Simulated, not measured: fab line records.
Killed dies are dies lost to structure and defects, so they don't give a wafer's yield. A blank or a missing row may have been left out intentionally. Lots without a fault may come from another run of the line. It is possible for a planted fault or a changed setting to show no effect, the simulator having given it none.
fab line records | flow sky130
[record] lots = 24 wafers = 72 last_day = 52
route steps=708 shown METAL2@500 CAPM@539 METAL4@632
lots that met no fault: from a run of the same line without faults
start_h: the number of hours between the record's first day and the start of the first shown wafer of the lot | wait_h: hours from the lot's prior step to this one | " as in the row above | L1.1+2: several wafers, shown together as one row | - value missing, or start not given | * or withheld: withheld | < > ~ a bound
route shown NAME@n: NAME is a module with steps in the file, n the number in the route of the first one | usual: mean/standard deviation taken from wafers without a fault | same: alike in all rows | chamber/n: place in a boat | sites: per-site readings | _std_site: the standard deviation of these | _edge_site: outer sites' mean less inner sites' | radius_mm: how far each site lies from the wafer's centre | mask NAME#n: copy n | behind: tool/chamber where the wafer was last shaped | hold: why the lot went on hold/how many hours it stayed there/how the hold came to an end | device: transistor that didn't switch, given as n, p or np | end of line: the tests these same wafers got at the end of their route | where a step has no rows: the recipe by itself | killed: count of dies lost to structure and defects at first sort (not the wafer's yield) | map: per-die view of a wafer (x killed, . not killed, _ where there is no die)
set.NAME: the setting that was run; set.NAME@STEP: the one run at that earlier step | model.NAME: the simulator's own value behind a step, which no gauge read
the route's steps for a sample of lots (tables are steps, rows are wafers)
services: the hour from which a tool's chamber was out of use, counted from the record's first day as start_h (under 0 if before that day), plus the number of hours and why
[[steps]]
[step SKY_METAL2_DESCUM_17]
[recipe] chemistry = O2 source_power_w = 150 bias_power_w = 0 pressure_mtorr = 10 temp_c = 40 time_s = 8
[usual] chamber_pressure_mTorr = 10.001/0.0091 drypump_motor_current_A = 5.6/0.42 oes_product_au = 0.998/0.013
// columns lot.wafer tool chamber start_h wait_h chamber_pressure_mTorr drypump_motor_current_A oes_product_au rf_hours_counter_h
L074.1 rie_metal-04 1 770.74 0.0 9.993 5.7 1.020 5
L074.2 " 0 " " 9.993 6.4 0.994 3
L074.3 " 0 " " 10.000 6.4 0.999 -
L075.1 rie_metal-01 0 771.42 0.0 10.001 5.7 0.981 7
L075.3 " 0 " " 9.996 5.7 0.984 -
L075.6 " 0 " " 10.002 5.7 0.979 -
L076.1 rie_metal-04 0 773.24 0.0 10.013 6.5 0.975 3
L076.3 " 1 " " 10.006 5.7 1.011 -
L076.6 " 1 " " 10.003 5.7 1.013 -
L077.1 rie_metal-03 0 774.67 0.0 9.996 5.1 0.994 6
L077.3 " 0 " " 9.990 5.1 0.997 -
L077.4 " 1 " " 10.003 5.6 1.020 -
L078.2 rie_metal-04 1 786.17 0.0 10.001 5.6 1.005 5
L078.4 " 0 " " 9.990 6.4 0.989 -
L078.5 " 0 " " 10.021 6.4 0.994 -
L080.1 rie_metal-03 0 795.52 0.0 10.009 5.1 0.987 7
L080.2 " 1 " " 10.003 5.6 0.999 14
L080.6 " 0 " " 10.007 5.1 0.983 -
L079.1 rie_metal-01 0 797.96 0.0 10.007 5.7 0.990 8
L079.4 " 0 " " 9.998 5.7 0.980 -
L079.5 " 0 " " 10.008 5.7 0.971 -
L081.2 rie_metal-03 1 810.36 0.0 9.990 5.6 0.998 15
L081.4 " 0 " " 10.021 5.1 0.992 -
L081.6 " 0 " " 9.998 5.1 0.999 -
L082.2 rie_metal-03 0 819.22 0.0 10.005 5.1 1.000 9
L082.3 " 0 " " 10.007 5.1 0.983 -
L082.4 " 1 " " 10.004 5.6 1.009 -
L084.1 rie_metal-04 0 821.74 0.0 10.003 6.4 0.991 6
L084.3 " 1 " " 9.996 5.6 1.009 -
L084.6 " 0 " " 10.011 6.4 0.997 -
L083.2 rie_metal-01 0 823.66 0.0 9.988 5.7 0.977 10
L083.4 " 0 " " 10.003 5.6 0.984 -
L083.5 " 1 " " 10.012 5.3 0.992 -
L085.1 rie_metal-04 0 829.67 0.0 9.993 6.4 0.990 6
L085.2 " 1 " " 9.995 5.6 1.025 8
L085.4 " 0 " " 10.000 6.4 0.983 -
L086.2 rie_metal-04 1 838.74 0.0 9.998 5.7 1.023 8
L086.4 " 0 " " 9.999 6.4 1.003 -
L086.5 " 0 " " 9.994 6.4 0.995 -
L087.1 rie_metal-01 0 846.81 0.0 10.018 5.7 0.980 11
L087.3 " 1 " " 9.987 5.3 0.992 -
L087.4 " 0 " " 9.996 5.7 0.978 -
L088.1 rie_metal-03 1 848.32 0.0 10.019 5.6 0.998 16
L088.4 " 1 " " 9.999 5.6 1.006 -
L088.6 " 1 " " 10.000 5.6 1.004 -
L089.1 rie_metal-03 0 857.27 0.0 10.009 5.1 0.994 9
L089.2 " 0 " " 9.981 5.1 0.993 -
L089.5 " 0 " " 9.994 5.1 0.999 -
L090.1 rie_metal-03 0 868.69 0.0 10.012 5.1 0.991 11
L090.5 " 1 " " 10.005 5.6 1.001 -
L090.6 " 0 " " 10.006 5.1 0.992 -
L091.1 rie_metal-04 0 876.96 0.0 9.986 6.4 1.007 8
L091.3 " 1 " " 9.994 5.6 1.024 -
L091.6 " 1 " " 10.007 5.6 1.033 -
L094.2 rie_metal-03 1 1050.79 0.0 10.011 5.6 0.988 10
L094.3 " 1 " " 10.012 5.6 0.994 -
L094.4 " 0 " " 10.001 5.1 0.992 -
L092.2 rie_metal-04 1 1053.99 0.0 9.993 5.6 1.019 19
L092.4 " 1 " " 10.010 5.6 1.023 -
L092.6 " 0 " " 9.989 6.4 1.002 -
L093.2 rie_metal-03 0 1055.49 0.0 9.992 5.1 0.989 20
L093.4 " 1 " " 10.017 5.6 1.006 -
L093.6 " 0 " " 9.989 5.1 0.993 -
L095.2 rie_metal-01 1 1056.94 0.0 10.004 5.3 1.000 0
L095.3 " 0 " " 10.010 5.6 0.987 -
L095.4 " 1 " " 10.005 5.3 1.013 -
L096.2 rie_metal-04 1 1057.97 0.0 10.002 5.6 1.013 19
L096.4 " 0 " " 9.990 6.4 0.987 -
L096.6 " 0 " " 9.991 6.4 0.997 -
L097.2 rie_metal-01 1 1058.66 0.0 10.008 5.3 0.996 0
L097.3 " 1 " " 9.998 5.3 0.995 -
L097.5 " 1 " " 10.006 5.3 1.001 -
[step SKY_METAL2_ETCH_18]
[recipe] chemistry = N2/H2 target = BARC ion_energy_ev = 200 bias_w = 100 pressure_mtorr = 30 n2_flow_sccm = 100 h2_flow_sccm = 200 icp_w = 500 stop_on = SiO2 time_s = 45.9 target_depth_a = 600
[usual] chamber_pressure_mTorr = 30.001/0.028 drypump_motor_current_A = 5.7/0.43 oes_product_au = 0.854/0.0045 throttle_valve_pct = 13.224/0.0087
// columns lot.wafer tool chamber start_h wait_h chamber_pressure_mTorr drypump_motor_current_A oes_product_au rf_hours_counter_h throttle_valve_pct
L074.1 rie_metal-04 1 770.77 0.0 30.021 5.6 0.857 5 13.220
L074.2 " 0 " " 29.983 6.4 0.860 3 13.232
L074.3 " 0 " " 30.001 6.4 0.864 - 13.235
L075.1 rie_metal-01 0 771.45 0.0 29.993 5.7 0.849 7 13.219
L075.3 " 0 " " 29.982 5.7 0.850 - 13.244
L075.6 " 0 " " 29.968 5.7 0.853 - 13.235
L076.1 rie_metal-04 0 773.27 0.0 29.939 6.5 0.854 3 13.215
L076.3 " 1 " " 29.998 5.7 0.847 - 13.205
L076.6 " 1 " " 30.011 5.7 0.855 - 13.210
L077.1 rie_metal-03 0 774.70 0.0 30.014 5.1 0.857 6 13.201
L077.3 " 0 " " 29.984 5.1 0.849 - 13.225
L077.4 " 1 " " 30.044 5.6 0.851 - 13.219
L078.2 rie_metal-04 1 786.20 0.0 29.979 5.7 0.857 5 13.215
L078.4 " 0 " " 30.029 6.5 0.854 - 13.226
L078.5 " 0 " " 29.965 6.5 0.854 - 13.219
L080.1 rie_metal-03 0 795.55 0.0 29.991 5.2 0.855 7 13.228
L080.2 " 1 " " 30.003 5.6 0.860 14 13.220
L080.6 " 0 " " 30.011 5.1 0.855 - 13.229
L079.1 rie_metal-01 0 797.99 0.0 30.044 5.7 0.853 8 13.224
L079.4 " 0 " " 30.015 5.7 0.861 - 13.231
L079.5 " 0 " " 29.986 5.7 0.856 - 13.217
L081.2 rie_metal-03 1 810.39 0.0 29.973 5.6 0.861 15 13.218
L081.4 " 0 " " 30.009 5.2 0.854 - 13.234
L081.6 " 0 " " 29.997 5.1 0.859 - 13.223
L082.2 rie_metal-03 0 819.25 0.0 29.984 5.1 0.861 9 13.231
L082.3 " 0 " " 30.048 5.1 0.856 - 13.213
L082.4 " 1 " " 30.022 5.6 0.857 - 13.228
L084.1 rie_metal-04 0 821.77 0.0 30.014 6.4 0.854 6 13.213
L084.3 " 1 " " 30.057 5.7 0.866 - 13.230
L084.6 " 0 " " 30.045 6.4 0.851 - 13.214
L083.2 rie_metal-01 0 823.69 0.0 30.030 5.7 0.845 10 13.215
L083.4 " 0 " " 29.964 5.7 0.851 - 13.228
L083.5 " 1 " " 30.041 5.4 0.852 - 13.235
L085.1 rie_metal-04 0 829.70 0.0 30.020 6.5 0.853 6 13.218
L085.2 " 1 " " 29.996 5.6 0.855 8 13.230
L085.4 " 0 " " 29.991 6.5 0.849 - 13.235
L086.2 rie_metal-04 1 838.77 0.0 30.007 5.7 0.853 8 13.217
L086.4 " 0 " " 29.972 6.4 0.850 - 13.220
L086.5 " 0 " " 30.032 6.4 0.856 - 13.216
L087.1 rie_metal-01 0 846.84 0.0 29.984 5.7 0.851 11 13.227
L087.3 " 1 " " 29.950 5.3 0.850 - 13.219
L087.4 " 0 " " 30.016 5.7 0.855 - 13.207
L088.1 rie_metal-03 1 848.38 0.1 29.992 5.6 0.844 16 13.225
L088.4 " 1 " " 29.979 5.7 0.855 - 13.209
L088.6 " 1 " " 30.014 5.6 0.852 - 13.225
L089.1 rie_metal-03 0 857.33 0.1 29.980 5.1 0.856 9 13.230
L089.2 " 0 " " 30.025 5.1 0.862 - 13.232
L089.5 " 0 " " 30.000 5.1 0.858 - 13.234
L090.1 rie_metal-03 0 868.72 0.0 30.010 5.1 0.852 11 13.229
L090.5 " 1 " " 30.061 5.6 0.852 - 13.234
L090.6 " 0 " " 30.023 5.1 0.856 - 13.223
L091.1 rie_metal-04 0 876.99 0.0 29.973 6.4 0.853 8 13.221
L091.3 " 1 " " 30.030 5.6 0.851 - 13.221
L091.6 " 1 " " 29.996 5.7 0.858 - 13.218
L094.2 rie_metal-03 1 1050.82 0.0 29.997 5.6 0.856 10 13.225
L094.3 " 1 " " 30.038 5.6 0.856 - 13.213
L094.4 " 0 " " 30.006 5.1 0.854 - 13.224
L092.2 rie_metal-04 1 1054.02 0.0 29.988 5.6 0.858 19 13.224
L092.4 " 1 " " 29.970 5.7 0.857 - 13.231
L092.6 " 0 " " 29.966 6.4 0.863 - 13.220
L093.2 rie_metal-03 0 1055.52 0.0 29.937 5.1 0.855 20 13.228
L093.4 " 1 " " 30.036 5.7 0.853 - 13.241
L093.6 " 0 " " 30.023 5.1 0.847 - 13.223
L095.2 rie_metal-01 1 1056.97 0.0 29.984 5.3 0.857 0 13.222
L095.3 " 0 " " 30.011 5.7 0.860 - 13.231
L095.4 " 1 " " 30.020 5.3 0.848 - 13.221
L096.2 rie_metal-04 1 1058.00 0.0 29.965 5.6 0.859 19 13.226
L096.4 " 0 " " 30.004 6.4 0.857 - 13.218
L096.6 " 0 " " 29.981 6.5 0.857 - 13.228
L097.2 rie_metal-01 1 1058.69 0.0 29.955 5.3 0.845 0 13.224
L097.3 " 1 " " 30.004 5.3 0.847 - 13.209
L097.5 " 1 " " 29.998 5.3 0.855 - 13.226
[step SKY_CAPM_SPUTTER_02]
[recipe] material = TiN target_thk_nm = 200 temp_c = 300 power_w = 6500 time_s = 166.7 chamber_pressure_pa = 0.4
[usual] chamber_pressure_pa = 0.4000/0.00086 susceptor_temp_C = 300.00/0.2 throttle_valve_pct = 29.5/1.3
// columns lot.wafer tool chamber start_h wait_h chamber_pressure_pa susceptor_temp_C throttle_valve_pct
L074.1 pvd_sputter-04 - 800.15 0.1 0.4010 300.21 31.9
L074.2 " - " " 0.3990 299.89 28.0
L074.3 " - " " 0.4014 300.00 28.2
L075.1 pvd_sputter-03 - 801.07 0.1 0.4001 299.74 29.2
L075.3 " - " " 0.4001 300.02 28.5
L075.6 " - " " 0.3998 299.88 29.3
L076.1 pvd_sputter-03 - 802.32 0.1 0.4011 300.09 29.3
L076.3 " - " " 0.3994 299.93 28.6
L076.6 " - " " 0.3995 300.08 30.0
L077.1 pvd_sputter-04 - 805.00 0.1 0.3995 299.77 28.4
L077.3 " - " " 0.3999 300.06 32.1
L077.4 " - " " 0.3994 300.00 28.9
L078.2 pvd_sputter-03 - 815.42 0.0 0.4000 300.17 28.5
L078.4 " - " " 0.4001 300.14 29.1
L078.5 " - " " 0.4010 300.03 28.8
L080.1 pvd_sputter-04 - 825.62 0.1 0.4007 299.80 28.1
L080.2 " - " " 0.4007 300.09 29.0
L080.6 " - " " 0.3998 299.89 32.1
L079.1 pvd_sputter-04 - 827.95 0.1 0.3995 299.89 28.3
L079.4 " - " " 0.3991 300.22 32.2
L079.5 " - " " 0.3987 299.78 29.0
L081.2 pvd_sputter-03 - 840.90 0.0 0.3999 299.56 28.9
L081.4 " - " " 0.3998 299.55 28.6
L081.6 " - " " 0.3995 300.19 29.9
L082.2 pvd_sputter-03 - 849.41 0.0 0.4015 300.04 29.0
L082.3 " - " " 0.3991 300.13 28.8
L082.4 " - " " 0.3996 300.18 29.1
L084.1 pvd_sputter-01 - 851.26 0.1 0.4013 299.84 31.4
L084.3 " - " " 0.4005 300.08 30.6
L084.6 " - " " 0.3999 300.12 30.9
L083.2 pvd_sputter-03 - 853.54 0.0 0.4000 300.11 30.1
L083.4 " - " " 0.4017 299.98 28.6
L083.5 " - " " 0.3999 299.96 28.6
L085.1 pvd_sputter-04 - 858.80 0.1 0.4006 300.17 28.9
L085.2 " - " " 0.3998 300.02 28.3
L085.4 " - " " 0.3986 300.29 28.2
L086.2 pvd_sputter-04 - 867.59 0.0 0.3997 299.96 28.4
L086.4 " - " " 0.4015 300.02 29.0
L086.5 " - " " 0.4005 300.08 28.8
L087.1 pvd_sputter-03 - 875.87 0.1 0.4005 299.80 28.5
L087.3 " - " " 0.3990 300.30 29.2
L087.4 " - " " 0.4005 300.01 29.0
L088.1 pvd_sputter-01 - 878.23 0.1 0.4000 299.67 31.4
L088.4 " - " " 0.4007 300.10 28.4
L088.6 " - " " 0.3994 300.15 31.0
L089.1 pvd_sputter-04 - 887.20 0.1 0.3995 300.05 28.2
L089.2 " - " " 0.4005 299.88 29.1
L089.5 " - " " 0.3987 299.97 28.1
L090.1 pvd_sputter-03 - 898.90 0.1 0.3999 299.83 29.2
L090.5 " - " " 0.3999 299.77 29.2
L090.6 " - " " 0.3992 300.07 29.0
L091.1 pvd_sputter-04 - 907.13 0.1 0.3996 300.42 27.9
L091.3 " - " " 0.3976 299.74 29.0
L091.6 " - " " 0.4006 299.99 28.2
L094.2 pvd_sputter-01 - 1074.03 0.0 0.3997 299.71 30.5
L094.3 " - " " 0.4011 299.84 29.2
L094.4 " - " " 0.4004 299.72 27.9
L092.2 pvd_sputter-04 - 1077.29 0.0 0.4003 300.05 28.9
L092.4 " - " " 0.3991 300.01 32.1
L092.6 " - " " 0.3991 300.09 28.2
L093.2 pvd_sputter-01 - 1078.34 0.0 0.4001 300.45 31.3
L093.4 " - " " 0.3997 300.01 31.0
L093.6 " - " " 0.3987 299.97 28.6
L095.2 pvd_sputter-04 - 1079.80 0.0 0.3995 300.25 28.2
L095.3 " - " " 0.4003 300.07 27.7
L095.4 " - " " 0.4012 300.04 32.0
L096.2 pvd_sputter-03 - 1080.72 0.0 0.4002 300.06 28.7
L096.4 " - " " 0.4007 300.07 29.2
L096.6 " - " " 0.3982 300.01 28.6
L097.2 pvd_sputter-01 - 1081.53 0.0 0.3998 299.78 30.5
L097.3 " - " " 0.3999 300.29 31.3
L097.5 " - " " 0.3999 299.89 28.4
[step SKY_CAPM_RS_MEAS_03]
[recipe] thk_meas_gauge = four-point-probe reads = TiN_of_CAPM_SPUTTER_02
[usual] CAPM_TIN_RS = 6.88/0.062
// columns lot.wafer tool chamber start_h wait_h CAPM_TIN_RS[ohm/sq]
L074.1 film_metro-02 - 800.26 0.1 6.91
L074.2 " - " " 6.89
L074.3 " - " " 6.89
L075.1 film_metro-01 - 801.18 0.1 6.95
L075.3 " - " " 6.88
L075.6 " - " " 6.92
L076.1 film_metro-03 - 802.43 0.1 6.93
L076.3 " - " " 6.92
L076.6 " - " " 6.91
L077.1 film_metro-01 - 805.11 0.1 6.83
L077.3 " - " " 6.81
L077.4 " - " " 6.71
L078.2 film_metro-02 - 815.55 0.1 6.86
L078.4 " - " " 6.87
L078.5 " - " " 6.84
L080.1 film_metro-01 - 825.73 0.1 6.94
L080.2 " - " " 6.86
L080.6 " - " " 6.91
L079.1 film_metro-01 - 828.06 0.1 6.87
L079.4 " - " " 6.88
L079.5 " - " " 6.81
L081.2 film_metro-03 - 841.03 0.1 6.87
L081.4 " - " " 6.85
L081.6 " - " " 6.91
L082.2 film_metro-02 - 849.54 0.1 7.02
L082.3 " - " " 6.91
L082.4 " - " " 6.89
L084.1 film_metro-02 - 851.37 0.1 6.93
L084.3 " - " " 6.85
L084.6 " - " " 6.83
L083.2 film_metro-02 - 853.67 0.1 6.88
L083.4 " - " " 6.87
L083.5 " - " " 6.83
L085.1 film_metro-02 - 858.91 0.1 6.89
L085.2 " - " " 6.99
L085.4 " - " " 6.91
L086.2 film_metro-02 - 867.72 0.1 6.90
L086.4 " - " " 6.80
L086.5 " - " " 6.83
L087.1 film_metro-03 - 875.98 0.1 6.92
L087.3 " - " " 6.94
L087.4 " - " " 6.96
L088.1 film_metro-03 - 878.34 0.1 6.93
L088.4 " - " " 6.86
L088.6 " - " " 6.82
L089.1 film_metro-03 - 887.31 0.1 6.86
L089.2 " - " " 6.75
L089.5 " - " " 6.81
L090.1 film_metro-01 - 899.01 0.1 6.91
L090.5 " - " " 6.91
L090.6 " - " " 6.92
L091.1 film_metro-03 - 907.24 0.1 6.84
L091.3 " - " " 6.80
L091.6 " - " " 6.90
L094.2 film_metro-02 - 1074.16 0.1 6.88
L094.3 " - " " 6.88
L094.4 " - " " 6.91
L092.2 film_metro-01 - 1077.41 0.1 6.95
L092.4 " - " " 6.95
L092.6 " - " " 7.05
L093.2 film_metro-01 - 1078.47 0.1 6.86
L093.4 " - " " 6.79
L093.6 " - " " 6.89
L095.2 film_metro-01 - 1079.93 0.1 6.89
L095.3 " - " " 6.79
L095.4 " - " " 6.79
L096.2 film_metro-01 - 1080.86 0.1 6.95
L096.4 " - " " 6.91
L096.6 " - " " 6.93
L097.2 film_metro-01 - 1081.66 0.1 6.85
L097.3 " - " " 6.90
L097.5 " - " " 6.88
[step SKY_CAPM_OVL_MEAS_12]
[usual] CAPM_OVL = -0.5/1.3
// columns lot.wafer tool chamber start_h wait_h CAPM_OVL[nm]
L074.1 overlay-02 - 827.61 0.1 0.2
L074.2 " - " " 0.9
L074.3 " - " " 0.3
L075.1 overlay-01 - 827.91 0.1 -0.8
L075.3 " - " " -1.8
L075.6 " - " " -0.5
L076.1 overlay-02 - 829.84 0.1 1.4
L076.3 " - " " -2.0
L076.6 " - " " 0.1
L077.1 overlay-02 - 830.81 0.1 -1.3
L077.3 " - " " -1.6
L077.4 " - " " 0.3
L078.2 overlay-02 - 843.19 0.1 -2.6
L078.4 " - " " -3.4
L078.5 " - " " -3.5
L080.1 overlay-01 - 852.24 0.1 -0.8
L080.2 " - " " -0.5
L080.6 " - " " -0.8
L079.1 overlay-02 - 853.56 0.1 1.5
L079.4 " - " " 1.5
L079.5 " - " " 0.5
L081.2 overlay-02 - 866.41 0.1 0.5
L081.4 " - " " -1.0
L081.6 " - " " 1.4
L082.2 overlay-01 - 875.59 0.1 -1.9
L082.3 " - " " 0.4
L082.4 " - " " 0.6
L084.1 overlay-01 - 877.19 0.1 0.4
L084.3 " - " " 0.6
L084.6 " - " " -0.4
L083.2 overlay-02 - 879.39 0.1 -1.6
L083.4 " - " " 1.2
L083.5 " - " " -0.7
L085.1 overlay-01 - 885.71 0.1 -2.7
L085.2 " - " " -1.7
L085.4 " - " " -0.8
L086.2 overlay-01 - 894.96 0.1 -0.1
L086.4 " - " " -1.6
L086.5 " - " " -1.1
L087.1 overlay-02 - 902.74 0.1 -0.1
L087.3 " - " " 0.8
L087.4 " - " " 1.9
L088.1 overlay-02 - 905.54 0.1 -2.4
L088.4 " - " " -3.9
L088.6 " - " " -1.6
L089.1 overlay-02 - 913.14 0.1 -1.9
L089.2 " - " " -1.4
L089.5 " - " " -2.4
L090.1 overlay-01 - 925.29 0.1 0.1
L090.5 " - " " 2.6
L090.6 " - " " 2.2
L091.1 overlay-01 - 933.14 0.1 -0.7
L091.3 " - " " -2.8
L091.6 " - " " -1.0
L094.2 overlay-01 - 1092.56 0.1 -0.8
L094.3 " - " " 0.5
L094.4 " - " " 0.2
L092.2 overlay-01 - 1095.56 0.1 -1.0
L092.4 " - " " 0.8
L092.6 " - " " 1.6
L093.2 overlay-02 - 1096.21 0.1 -2.0
L093.4 " - " " -0.8
L093.6 " - " " -0.8
L095.2 overlay-01 - 1097.84 0.1 -0.2
L095.3 " - " " 1.1
L095.4 " - " " 0.5
L096.2 overlay-01 - 1098.40 0.1 0.0
L096.4 " - " " -2.3
L096.6 " - " " -0.7
L097.2 overlay-02 - 1099.46 0.1 0.7
L097.3 " - " " 0.2
L097.5 " - " " 0.2
[step SKY_METAL4_ETCH_16]
[recipe] chemistry = N2/H2 target = BARC ion_energy_ev = 200 bias_w = 100 pressure_mtorr = 30 n2_flow_sccm = 100 h2_flow_sccm = 200 icp_w = 500 stop_on = SiO2 time_s = 88.2 target_depth_a = 600
[usual] chamber_pressure_mTorr = 29.999/0.025 drypump_motor_current_A = 5.5/0.32 oes_product_au = 0.625/0.0046 throttle_valve_pct = 13.204/0.0087
// columns lot.wafer tool chamber start_h wait_h chamber_pressure_mTorr drypump_motor_current_A oes_product_au rf_hours_counter_h throttle_valve_pct
L074.1 rie_metal-01 1 936.59 0.0 29.987 5.3 0.620 18 13.205
L074.2 " 0 " " 30.024 5.7 0.624 15 13.191
L074.3 " 1 " " 30.004 5.3 0.619 - 13.196
L075.1 rie_metal-03 1 937.29 0.0 30.048 5.6 0.630 4 13.205
L075.3 " 0 " " 29.993 5.1 0.620 - 13.193
L075.6 " 1 " " 30.028 5.7 0.622 - 13.194
L076.1 rie_metal-01 1 938.62 0.0 30.028 5.3 0.623 19 13.221
L076.3 " 0 " " 30.006 5.7 0.624 - 13.222
L076.6 " 1 " " 30.047 5.3 0.626 - 13.216
L077.1 rie_metal-01 1 940.34 0.0 29.960 5.3 0.620 19 13.199
L077.3 " 1 " " 29.963 5.3 0.627 - 13.193
L077.4 " 0 " " 29.976 5.7 0.630 - 13.202
L078.2 rie_metal-03 1 951.17 0.0 30.001 5.6 0.628 5 13.193
L078.4 " 0 " " 30.004 5.1 0.630 - 13.208
L078.5 " 0 " " 30.085 5.1 0.625 - 13.217
L080.1 rie_metal-03 0 959.87 0.0 29.986 5.1 0.628 16 13.198
L080.2 " 1 " " 29.993 5.6 0.636 6 13.197
L080.6 " 1 " " 29.975 5.6 0.630 - 13.206
L079.1 rie_metal-03 0 961.97 0.0 30.027 5.1 0.624 16 13.208
L079.4 " 1 " " 30.022 5.6 0.633 - 13.195
L079.5 " 1 " " 30.010 5.6 0.625 - 13.193
L081.2 rie_metal-03 0 973.89 0.0 30.020 5.1 0.623 16 13.203
L081.4 " 0 " " 30.030 5.1 0.616 - 13.199
L081.6 " 1 " " 29.981 5.6 0.625 - 13.232
L082.2 rie_metal-03 1 983.57 0.0 30.010 5.6 0.621 6 13.204
L082.3 " 1 " " 29.998 5.6 0.622 - 13.202
L082.4 " 0 " " 30.008 5.1 0.619 - 13.203
L084.1 rie_metal-01 1 984.87 0.0 29.989 5.3 0.619 21 13.204
L084.3 " 1 " " 30.018 5.3 0.618 - 13.208
L084.6 " 0 " " 29.997 5.7 0.631 - 13.198
L083.2 rie_metal-04 0 986.14 0.0 30.041 6.4 0.627 14 13.199
L083.4 " 0 " " 29.974 6.4 0.626 - 13.205
L083.5 " 0 " " 30.008 6.4 0.617 - 13.196
L085.1 rie_metal-03 1 992.67 0.0 29.999 5.7 0.619 7 13.211
L085.2 " 0 " " 30.034 5.1 0.621 17 13.203
L085.4 " 0 " " 29.973 5.1 0.625 - 13.204
L086.2 rie_metal-03 1 1000.28 0.0 29.984 5.6 0.632 7 13.213
L086.4 " 0 " " 30.035 5.1 0.631 - 13.202
L086.5 " 0 " " 29.987 5.1 0.630 - 13.205
L087.1 rie_metal-01 0 1009.60 0.0 29.982 5.7 0.633 19 13.215
L087.3 " 1 " " 29.993 5.4 0.629 - 13.208
L087.4 " 0 " " 30.017 5.7 0.626 - 13.202
L088.1 rie_metal-01 1 1011.42 0.0 29.987 5.3 0.626 23 13.206
L088.4 " 1 " " 29.983 5.3 0.632 - 13.201
L088.6 " 0 " " 30.021 5.6 0.627 - 13.204
L089.1 rie_metal-01 0 1017.69 0.0 30.055 5.7 0.620 20 13.202
L089.2 " 1 " " 29.994 5.3 0.623 23 13.206
L089.5 " 1 " " 29.975 5.3 0.623 - 13.199
L090.1 rie_metal-03 1 1029.54 0.0 30.047 5.7 0.625 9 13.209
L090.5 " 1 " " 29.985 5.7 0.637 - 13.193
L090.6 " 0 " " 30.024 5.1 0.621 - 13.199
L091.1 rie_metal-04 1 1034.49 0.0 30.019 5.7 0.631 18 13.194
L091.3 " 1 " " 30.004 5.6 0.619 - 13.218
L091.6 " 0 " " 30.001 6.4 0.625 - 13.205
L094.2 rie_metal-01 1 1166.70 0.0 29.961 5.3 0.630 10 13.195
L094.3 " 1 " " 30.012 5.3 0.624 - 13.198
L094.4 " 0 " " 30.023 5.7 0.618 - 13.202
L092.2 rie_metal-03 1 1168.75 0.0 29.987 5.6 0.619 17 13.194
L092.4 " 0 " " 29.994 5.1 0.623 - 13.194
L092.6 " 0 " " 30.005 5.1 0.631 - 13.196
L093.2 rie_metal-01 1 1170.38 0.0 29.965 5.3 0.625 10 13.196
L093.4 " 1 " " 29.967 5.3 0.625 - 13.199
L093.6 " 1 " " 29.977 5.3 0.626 - 13.218
L095.2 rie_metal-01 1 1172.68 0.0 29.987 5.3 0.628 10 13.198
L095.3 " 1 " " 29.997 5.3 0.622 - 13.225
L095.4 " 0 " " 30.041 5.7 0.631 - 13.197
L096.2 rie_metal-03 1 1173.03 0.0 30.006 5.6 0.619 17 13.198
L096.4 " 1 " " 30.016 5.6 0.629 - 13.191
L096.6 " 0 " " 29.950 5.1 0.619 - 13.218
L097.2 rie_metal-04 1 1173.38 0.0 30.024 5.6 0.624 29 13.189
L097.3 " 1 " " 30.009 5.6 0.629 - 13.204
L097.5 " 0 " " 29.987 6.4 0.633 - 13.202
[[services]]
// columns tool chamber start_h hours kind
pvd_sputter-04 1 759.31 - consumable_replace:kit
pvd_sputter-01 - 766.60 15.7 repair
rie_metal-01 - 805.85 0.6 repair
rie_metal-03 0 843.20 6.2 repair
pvd_sputter-03 - 847.33 1.7 repair
rie_metal-03 1 849.38 - clean
rie_metal-03 1 849.38 10.3 scheduled_down
rie_metal-03 1 849.38 10.3 vent_cycle
rie_metal-01 0 892.38 5.6 repair
rie_metal-01 - 903.89 0.6 repair
rie_metal-01 0 905.20 11.6 repair
rie_metal-04 0 920.32 3.0 repair
rie_metal-01 1 923.25 1.1 repair
pvd_sputter-01 - 964.51 0.8 repair
rie_metal-01 - 967.78 1.3 repair
pvd_sputter-04 - 975.92 9.6 repair
rie_metal-01 - 977.32 2.8 pm
rie_metal-01 1 1035.69 - clean
rie_metal-01 1 1035.69 20.8 scheduled_down
rie_metal-01 1 1035.69 20.8 vent_cycle
rie_metal-01 0 1107.41 - clean
rie_metal-01 0 1107.41 14.5 scheduled_down
rie_metal-01 0 1107.41 14.5 vent_cycle
pvd_sputter-01 - 1160.79 2.6 repair
[[key]]
fault none
